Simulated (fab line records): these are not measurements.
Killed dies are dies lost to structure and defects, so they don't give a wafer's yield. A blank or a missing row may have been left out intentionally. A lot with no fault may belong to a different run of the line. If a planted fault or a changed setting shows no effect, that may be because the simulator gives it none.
fab line records | flow sky130
record: lots: 6 wafers: 18 lastDay: 50
route steps=708 shown VT_ADJUST_LVTN@104
lots that met no fault: from a run of the same line without faults
startH: start of the lot's first displayed wafer, in hours after the record's first day | waitH: time in hours since the lot's previous step | " unchanged from the row above | L1.1+2: a single row standing in for several wafers | - value missing, or start not given | * or withheld: withheld | < > ~ a bound
route shown NAME@n: names a module that has steps shown in the file, with the first one's number in the route | usual: mean/standard deviation of fault-free wafers | same: alike in all rows | chamber/n: place in a boat | sites: the reading at each site | _std_site: standard deviation of those values | _edge_site: outer sites' mean less inner sites' | radiusMm: how far each site lies from the wafer's centre | mask NAME#n: copy n | behind: the last tool/chamber to shape the wafer | hold: cause of the lot's hold/its duration in hours/its outcome | device: the transistor (n, p or np) that didn't switch | end of line: the tests these same wafers got at the end of their route | a step given without rows: its recipe and nothing more | killed: the dies lost at the first sort to structure and to defects; this is not the yield of the wafer | map: dies across one wafer; x = killed, . = not, _ = none there
set.NAME: the run value of the setting; set.NAME@STEP: its run value at that earlier step | model.NAME: the simulator's own value behind a step, which no gauge read
lots seen at some steps along the route; tables by step, rows by wafer
services: from which hour (startH, from the record's first day; less than 0 if before it) a tool's chamber was out of use, for how many hours, and why
== steps ==
step: SKY_VT_ADJUST_LVTN_OVL_MEAS_07
usual: VT_ADJUST_LVTN_OVL: -0.3/1.2
columns lot.wafer tool chamber startH waitH VT_ADJUST_LVTN_OVL[nm]
L359.1 overlay-02 - 196.93 - 0.3
L359.2 " - " " -1.6
L359.6 " - " " 0.2
L364.1 overlay-01 - 243.96 - -1.0
L364.2 " - " " 0.3
L364.6 " - " " 1.9
L367.3 overlay-02 - 251.98 - -2.0
L367.4 " - " " -1.5
L367.5 " - " " -0.2
L369.1 overlay-01 - 259.13 - -1.3
L369.2 " - " " -3.0
L369.6 " - " " -2.2
L371.1 overlay-01 - 269.72 - -0.2
L371.5 " - " " -0.9
L371.6 " - " " 0.5
L373.1 overlay-02 - 275.01 - 0.5
L373.4 " - " " -0.6
L373.6 " - " " -1.6
step: SKY_VT_ADJUST_LVTN_IMPLANT_08
recipe: species: B energyKev: 30 doseCm2: 1.57e+12 tiltDeg: withheld
step: SKY_VT_ADJUST_LVTN_STRIP_09
recipe: chemistry: O2/N2 powerW: 1400 pressureMtorr: 1500 platenTempC: withheld o2FlowSccm: 3000 n2FlowSccm: 300 overashFraction: 0.5
usual: drypumpMotorCurrentA: 5.4/0.37 oesProductAu: 0.722/0.0044 stripTimeToEndpointS: 36.97/0.11
columns lot.wafer tool chamber startH waitH drypumpMotorCurrentA oesProductAu rfHoursCounterH stripTimeToEndpointS
L359.1 plasmaAsher-04 0 197.12 0.1 5.7 0.728 50 36.84
L359.2 " 1 " " 5.2 0.729 50 36.84
L359.6 " 1 " " 5.2 0.724 - 36.83
L364.1 plasmaAsher-04 1 244.15 0.1 5.2 0.711 52 37.05
L364.2 " 0 " " 5.8 0.722 52 37.06
L364.6 " 1 " " 5.2 0.720 - 36.99
L367.3 plasmaAsher-04 0 252.19 0.1 5.8 0.714 - 37.07
L367.4 " 1 " " 5.2 0.720 - 37.13
L367.5 " 0 " " 5.8 0.723 - 37.09
L369.1 plasmaAsher-04 1 259.32 0.1 5.2 0.716 54 37.09
L369.2 " 0 " " 5.8 0.713 54 37.13
L369.6 " 0 " " 5.8 0.718 - 37.10
L371.1 plasmaAsher-01 1 269.91 0.1 5.7 0.724 16 37.20
L371.5 " 0 " " 5.0 0.721 - 37.16
L371.6 " 1 " " 5.7 0.715 - 37.15
L373.1 plasmaAsher-01 1 275.20 0.1 5.7 0.724 17 37.06
L373.4 " 1 " " 5.7 0.718 - 37.09
L373.6 " 1 " " 5.7 0.728 - 37.03
step: SKY_VT_ADJUST_LVTN_TW_MEAS_10
usual: VT_ADJUST_LVTN_TW: 240.4/1.4
columns lot.wafer tool chamber startH waitH VT_ADJUST_LVTN_TW
L359.1 filmMetro-03 - 197.22 0.1 239.0
L359.2 " - " " 238.9
L359.6 " - " " 238.0
L364.1 filmMetro-04 - 244.25 0.1 240.0
L364.2 " - " " 239.1
L364.6 " - " " 240.3
L367.3 filmMetro-02 - 252.28 0.1 241.0
L367.4 " - " " 243.0
L367.5 " - " " 241.5
L369.1 filmMetro-02 - 259.42 0.1 241.2
L369.2 " - " " 240.8
L369.6 " - " " 241.6
L371.1 filmMetro-04 - 270.12 0.2 238.4
L371.5 " - " " 239.7
L371.6 " - " " 240.8
L373.1 filmMetro-02 - 275.30 0.1 241.3
L373.4 " - " " 240.5
L373.6 " - " " 240.7
step: SKY_VT_ADJUST_LVTN_DEHYDRATE_11
recipe: tempC: 200 timeS: 60
step: SKY_VT_ADJUST_LVTN_HMDS_12
recipe: primeTimeS: 60 primeTempC: 120
step: SKY_VT_ADJUST_LVTN_COAT_13
recipe: resist: NOVOLAK spinRpm: 3000 resistThkNm: 1140
step: SKY_VT_ADJUST_LVTN_SOFTBAKE_14
recipe: tempC: 90 timeS: 60 resist: NOVOLAK
step: SKY_VT_ADJUST_LVTN_EXPOSE_15
recipe: maskId: HVN_STD_DERIVED na: 0.6 sourceShape: conventional sigmaOuter: 0.6 polarization: unpolarized targetCdNm: 600 doseMj: 163
step: SKY_VT_ADJUST_LVTN_PEB_16
recipe: tempC: withheld timeS: * resist: NOVOLAK
step: SKY_VT_ADJUST_LVTN_DEVELOP_17
recipe: resist: NOVOLAK developer: TMAH developTimeS: 60 devTempC: 23
step: SKY_VT_ADJUST_LVTN_OVL_MEAS_18
usual: VT_ADJUST_LVTN_01_OVL: 0.9/1.4
columns lot.wafer tool chamber startH waitH VT_ADJUST_LVTN_01_OVL[nm]
L359.1 overlay-02 - 217.93 0.1 2.8
L359.2 " - " " 0.3
L359.6 " - " " 2.6
L364.1 overlay-01 - 267.42 0.1 1.8
L364.2 " - " " 2.1
L364.6 " - " " 0.7
L367.3 overlay-02 - 275.55 0.1 -0.2
L367.4 " - " " -0.2
L367.5 " - " " 1.0
L369.1 overlay-01 - 282.38 0.1 0.5
L369.2 " - " " -0.7
L369.6 " - " " 0.2
L371.1 overlay-02 - 294.63 0.1 0.7
L371.5 " - " " 0.2
L371.6 " - " " 0.6
L373.1 overlay-01 - 301.02 0.1 3.5
L373.4 " - " " 3.1
L373.6 " - " " 2.2
step: SKY_VT_ADJUST_LVTN_IMPLANT_19
recipe: species: B energyKev: 30 doseCm2: 6.5e+11 tiltDeg: withheld
usual: beamEnergyKeV: 29.998/0.0089 beamOnS: 9.98/0.21
columns lot.wafer tool chamber startH waitH beamEnergyKeV beamOnS
L359.1 implanter-02 0 217.97 0.0 29.994 9.96
L359.2 " 0 " " 29.994 9.76
L359.6 " 0 " " 29.992 10.08
L364.1 implanter-02 0 267.46 0.0 30.006 10.13
L364.2 " 0 " " 29.991 10.21
L364.6 " 0 " " 30.001 10.11
L367.3 implanter-02 - 275.62 0.1 - -
L367.4 " - " " - -
L367.5 " - " " - -
L369.1 implanter-04 - 282.42 0.0 - -
L369.2 " - " " - -
L369.6 " - " " - -
L371.1 implanter-01 0 294.67 0.0 29.997 10.11
L371.5 " 0 " " 30.005 9.53
L371.6 " 0 " " 29.995 9.87
L373.1 implanter-04 0 301.06 0.0 30.005 9.79
L373.4 " 0 " " 30.000 10.10
L373.6 " 0 " " 29.996 10.07
step: SKY_VT_ADJUST_LVTN_STRIP_20
recipe: chemistry: O2/N2 powerW: 1400 pressureMtorr: 1500 platenTempC: withheld o2FlowSccm: 3000 n2FlowSccm: 300 overashFraction: 0.5
usual: drypumpMotorCurrentA: 5.5/0.41 oesProductAu: 0.716/0.0046 stripTimeToEndpointS: 14.18/0.041
columns lot.wafer tool chamber startH waitH drypumpMotorCurrentA oesProductAu rfHoursCounterH stripTimeToEndpointS
L359.1 plasmaAsher-02 0 218.12 0.1 6.1 0.719 40 14.14
L359.2 " 1 " " 5.2 0.717 40 14.14
L359.6 " 0 " " 6.1 0.713 - 14.15
L364.1 plasmaAsher-02 0 267.61 0.1 6.1 0.703 45 14.14
L364.2 " 1 " " 5.2 0.709 45 14.15
L364.6 " 0 " " 6.1 0.715 - 14.18
L367.3 plasmaAsher-04 1 275.75 0.1 5.2 0.713 - 14.24
L367.4 " 0 " " 5.8 0.715 - 14.18
L367.5 " 1 " " 5.2 0.716 - 14.21
L369.1 plasmaAsher-01 1 282.57 0.1 5.7 0.718 18 14.21
L369.2 " 0 " " 4.9 0.711 18 14.22
L369.6 " 0 " " 4.9 0.712 - 14.22
L371.1 plasmaAsher-02 0 294.82 0.1 6.1 0.710 48 14.14
L371.5 " 0 " " 6.1 0.713 - 14.15
L371.6 " 1 " " 5.2 0.710 - 14.14
L373.1 plasmaAsher-01 0 301.21 0.1 4.9 0.718 20 14.19
L373.4 " 0 " " 4.9 0.715 - 14.21
L373.6 " 1 " " 5.7 0.726 - 14.19
step: SKY_VT_ADJUST_LVTN_TW_MEAS_21
usual: VT_ADJUST_LVTN_2_TW: 187.3/1.2
columns lot.wafer tool chamber startH waitH VT_ADJUST_LVTN_2_TW
L359.1 filmMetro-02 - 218.22 0.1 188.6
L359.2 " - " " 189.1
L359.6 " - " " 188.7
L364.1 filmMetro-03 - 267.71 0.1 185.8
L364.2 " - " " 185.7
L364.6 " - " " 184.9
L367.3 filmMetro-02 - 275.84 0.1 30.1
L367.4 " - " " 30.0
L367.5 " - " " 30.0
L369.1 filmMetro-02 - 282.67 0.1 30.2
L369.2 " - " " 30.0
L369.6 " - " " 29.9
L371.1 filmMetro-04 - 294.92 0.1 187.2
L371.5 " - " " 187.4
L371.6 " - " " 187.4
L373.1 filmMetro-02 - 301.31 0.1 188.2
L373.4 " - " " 187.6
L373.6 " - " " 188.1
== services ==
columns tool chamber startH hours kind
implanter-02 - 186.22 1.2 repair
implanter-01 - 192.20 1.5 repair
implanter-02 - 205.01 2.3 pm
plasmaAsher-04 - 207.68 24.5 repair
implanter-02 - 209.36 1.7 repair
implanter-01 - 255.59 13.2 repair
plasmaAsher-04 - 264.07 11.3 pm
implanter-01 - 287.38 6.0 pm
implanter-02 - 295.84 3.7 repair
== key ==
firstSign: step: SKY_VT_ADJUST_LVTN_IMPLANT_19 reading: toolRecord direction: missing
effect: step: SKY_VT_ADJUST_LVTN_TW_MEAS_21 reading: VT_ADJUST_LVTN_2_TW direction: down sigmas: 99+ usual: 187.3 struck: 30.0
metAt SKY_VT_ADJUST_LVTN_IMPLANT_19
struckWafers L367.3,L367.4,L367.5,L369.1,L369.2,L369.6
laterRowsLeftOut L367.3,L367.4,L367.5,L369.1,L369.2,L369.6
sortLeftOut L367.3,L367.4,L367.5,L369.1,L369.2,L369.6
testerLeftOut L367,L369
onsetBetween 267.46 275.62
fault: kind: skippedStepWhole tool: implanter-02,implanter-04 chamber: - onsetH: 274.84 steps: SKY_VT_ADJUST_LVTN_IMPLANT_19 scope: struckLotsOnly
testerLeftOut: of these lots the tester's yield and bins aren't shown, on N5 and GAA mostly nor the transistor test; their killed dies are dies lost to structure and defects alone, not to doping, threshold or leakage, so they don't give the yield
sortLeftOut: the simulated sort isn't trusted on such a fault, so these wafers' sort isn't shown, and their yield isn't known
laterRowsLeftOut: the simulator's readings of these wafers behind a module that went badly wrong aren't trusted and aren't shown, but for the sort
